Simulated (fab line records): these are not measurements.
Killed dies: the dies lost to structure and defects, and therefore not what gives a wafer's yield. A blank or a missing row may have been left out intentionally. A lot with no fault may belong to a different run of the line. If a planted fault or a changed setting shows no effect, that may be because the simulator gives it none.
Chamber matching | flow sky130 | 4 sister chambers for SKY_VIA1_CMP_24 on cmp-01
The step polishes, stops on SiO2, t overpolish 15 s, target thk 0 nm. 14 wafers are shown with their chamber, then 7 later ones without.

== EACH WAFER AND ITS CHAMBER ==
wafer  | chamber | motor_current_A (A) | time_to_endpoint_s (s) | overpolish_run_s (s)
L408.1 | 3       | 12.0                | 65                     | 15.008
L408.4 | 2       | 8.2                 | 62                     | 15.004
L408.5 | 1       | 10.1                | 74                     | 14.999
L414.3 | 0       | 11.4                | 69                     | 14.994
L414.4 | 3       | 11.7                | 66                     | 14.977
L414.5 | 3       | 11.4                | 64                     | 14.991
L415.1 | 2       | 8.8                 | 67                     | 14.999
L415.3 | 3       | 11.3                | 69                     | 15.003
L415.6 | 2       | 8.8                 | 63                     | 14.996
L418.1 | 1       | 10.4                | 73                     | 15.001
L418.2 | 0       | 11.0                | 73                     | 15.009
L418.3 | 2       | 8.3                 | 67                     | 15.007
L422.1 | 2       | 8.1                 | 61                     | 14.990
L422.2 | 1       | 10.3                | 67                     | 15.005

SIGNATURES (averages over the wafers above)
reading            | chamber 0 | chamber 1 | chamber 2 | chamber 3 | scatter within a chamber
motor_current_A    | 11.200    | 10.267    | 8.440     | 11.600    | 0.296
time_to_endpoint_s | 71.00     | 71.33     | 64.00     | 66.00     | 2.88
overpolish_run_s   | 15.00150  | 15.00167  | 14.99920  | 14.99475  | 0.0094
Rule: for a wafer and a chamber, the distance is found by dividing, reading by reading, the gap between the wafer's reading and the chamber's mean by the reading's scatter, squaring, summing and taking the root. The wafer belongs to the nearest chamber; if the next one is less than 2 further off, it can't be placed. The scatter is the square root of a quotient: the sum, over the shown wafers, of each reading's squared deviation from its chamber's mean, divided by wafers minus chambers.

== WAFERS WITHOUT THEIR CHAMBER ==
wafer  | motor_current_A (A) | time_to_endpoint_s (s) | overpolish_run_s (s)
L422.4 | 12.0                | 61                     | 15.005
L424.2 | 11.6                | 65                     | 14.993
L424.5 | 8.1                 | 65                     | 15.025
L424.6 | 10.4                | 70                     | 14.987
L429.2 | 8.6                 | 61                     | 14.999
L429.4 | 10.2                | 69                     | 14.989
L429.6 | 10.9                | 62                     | 15.003

== CHAMBER TAKEN BY EACH ==
wafer  | from the rows above          | in truth
L422.4 | can't be placed: 3 or 0      | 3
L424.2 | 3                            | 3
L424.5 | 2                            | 2
L424.6 | can't be placed: 1 or 0      | 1
L429.2 | 2                            | 2
L429.4 | 1                            | 1
L429.6 | can't be placed: 3 or 0 or 1 | 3
4 of 7 placed correctly. Not placeable from these rows: 3 (in 3, the candidates include the true chamber). Placed wrongly: 0.
